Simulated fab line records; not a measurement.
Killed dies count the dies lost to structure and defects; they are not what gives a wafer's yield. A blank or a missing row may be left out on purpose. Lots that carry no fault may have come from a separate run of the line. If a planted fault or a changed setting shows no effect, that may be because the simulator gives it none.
Comparing a struck lot with a sound one :: flow gf180mcu :: 15 out of 602 route steps
Sound: these wafers, L959.2, L959.3, L959.4. Wafers struck: L958.1, L958.2, L958.4. The cause is given at the end.
For every step that has rows: the tool of each side, followed by ch and its chambers, followed by its first start. Under that, the readings that differ: sound wafers :: struck wafers :: difference of the means :: sigmas: that difference in standard deviations of wafers without a fault.
alike: a reading whose means differ by less than 2 such deviations, as well as words and numbers matching on both sides. not compared: withheld readings; readings where some wafer has no value; bounds like >300 that might hide an equal value; numbers whose values overlap and for which the record gives no deviation.
A row with sigmas, a row that says differs or no value, or rows on one side alone: a step with any of these is where the two part. When numbers do not overlap yet have no deviation, they are printed without sigmas and do not part them. Lack of a reading on every wafer of one side parts them only where that side has two or more wafers.

GF_PSD_RS_MEAS_15: a four-point-probe measurement.
  struck on film metro-03, day 19 08:26; sound on film metro-02, day 19 21:55
  alike: PSD_RS
GF_SAB_CVD_00: deposits SiO2 from TEOS, target thk 50 nm, time 4.9302 s.
  sound on pecvd-01 ch 0,1,2, day 19 22:01; struck on pecvd-04 ch 0,1, day 19 08:33
  alike: heater power w
  not compared: since wet clean h
GF_SAB_THK_MEAS_01:
  struck on film metro-02, day 19 08:34; sound on film metro-04, day 19 22:02
  alike: SAB_CVD_00_THK
then, 7 steps without rows for these wafers: GF_SAB_DEHYDRATE_02 (time 60 s); GF_SAB_HMDS_03 (prime time 60 s); GF_SAB_COAT_04 (resist thk 1000 nm); GF_SAB_SOFTBAKE_05 (time 60 s); GF_SAB_EXPOSE_06 (exposes mask SAB, target cd 420 nm); GF_SAB_PEB_07; GF_SAB_DEVELOP_08 (develop time 60 s).
GF_SAB_CD_MEAS_09: target cd 420 nm.
  struck on cd sem-01, day 20 07:46; sound on cd sem-02, day 20 22:08
  alike: cd nm
GF_SAB_OVL_MEAS_10:
  struck on overlay-02, day 20 07:53; sound on overlay-01, day 20 22:15
  alike: SAB_OVL
GF_SAB_ETCH_11: etches SiO2 in C4F8/O2/Ar, target depth 55 nm, time 8.5 s.
  sound on rie diel-04 ch 1,2,3, day 20 22:17; struck on rie diel-01 ch 0,2,3, day 20 07:55
reading: oes product au (a.u.)
sound: 0.989 0.998 0.995
struck: 1.192 1.196 1.196
difference: +0.201
sigmas: +25

reading: model.SAB.feature depth nm (nm)
sound: 54.38 54.33 54.86
struck: 71.97 72.36 71.66
difference: +17.47
sigmas: 

reading: model.etch.depth nm (nm)
sound: 54.38 54.33 54.86
struck: 71.97 72.36 71.66
difference: +17.47
sigmas: 
  alike: bias w
  not compared: rf hours counter h
then, 2 steps without rows for these wafers: GF_SAB_WET_ETCH_12 (etches SiO2 in dHF, target depth 22 nm, time 440 s); GF_PASSIVATION_PROBE_99.

## WHERE THEY PART
Within this record, at GF_SAB_ETCH_11 only.

WHY: whatever the simulator had introduced
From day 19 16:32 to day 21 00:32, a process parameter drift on rie diel-01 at GF_SAB_ETCH_11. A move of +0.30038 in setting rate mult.
